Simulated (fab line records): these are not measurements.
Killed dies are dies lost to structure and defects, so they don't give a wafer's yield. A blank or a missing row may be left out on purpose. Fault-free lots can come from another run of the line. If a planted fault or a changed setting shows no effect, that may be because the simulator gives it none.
The tool behind it: which one? -- flow gf180mcu -- 21 wafers from 7 lots sampled at 2 of the route's 602 steps

WHAT THE GAUGES SHOWED, per wafer
GF_HV_LDD_CD_MEAS_19 targets a cd of 400 nm.
lot,measured,on,cd-nm (nm)
L464,day 11 11:37,cd-sem-02,397.9 396.7 397.9
L466,day 12 00:50,cd-sem-02,397.4 397.5 398.5
L468,day 12 20:37,cd-sem-02,394.2 393.0 396.3
L471,day 13 17:49,cd-sem-01,347.2 345.6 347.9
L477,day 15 15:24,cd-sem-01,397.0 398.9 399.1
L480,day 16 09:56,cd-sem-02,400.2 400.6 398.7
L484,day 17 21:34,cd-sem-01,397.1 398.0 397.0

WHICH TOOL RAN EACH LOT (tool, then ch and the chambers of the sampled wafers, then the start)
lot,GF_HV_LDD_DEVELOP_18
L464,"litho-track-02 ch 0, day 11 11:28"
L466,"litho-track-02 ch 0, day 12 00:41"
L468,"litho-track-02 ch 0, day 12 20:28"
L471,"litho-track-02 ch 0, day 13 17:40"
L477,"litho-track-01 ch 0, day 15 15:16"
L480,"litho-track-03 ch 0, day 16 09:48"
L484,"litho-track-03 ch 0, day 17 21:25"
- GF_HV_LDD_DEVELOP_18: develop time 60 s.

THE ANSWER, worked out from the rows above alone
Rule: usual is defined by the lots themselves. Put in order of their means at a reading, lots are off if they are a third of the lots or fewer, leave a main group of 4 or more, and stand apart from it by a gap of 3 or more times the standard deviation of the main group's means; of several such gaps the widest counts. A main group whose means are all the same, to the digits that the tables above print for the reading, isn't used. Also off: a lot with no number at a reading for which 4 or more lots have one. All remaining lots with rows at the step are treated as sound.
Off: L471, at GF_HV_LDD_CD_MEAS_19 (cd-nm). The main group has a mean of 397.6 nm with a standard deviation of 1.6.
A tool fits if, at a process step before that reading, it ran every lot that is off, and no sound lot after the first of them. The gauges at GF_HV_LDD_CD_MEAS_19 are tried like those tools. One candidate fits, namely litho-track-02 at GF_HV_LDD_DEVELOP_18. Its last sound lot is L468 (day 12 20:28), its first lot that is off L471 (day 13 17:40): a fault that began between those two fits.

WHAT THE SIMULATOR PUT IN
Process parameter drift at GF_HV_LDD_DEVELOP_18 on litho-track-02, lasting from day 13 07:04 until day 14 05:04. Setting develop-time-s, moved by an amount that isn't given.
Shown lots that were struck: L471. The same result came from the rule above.
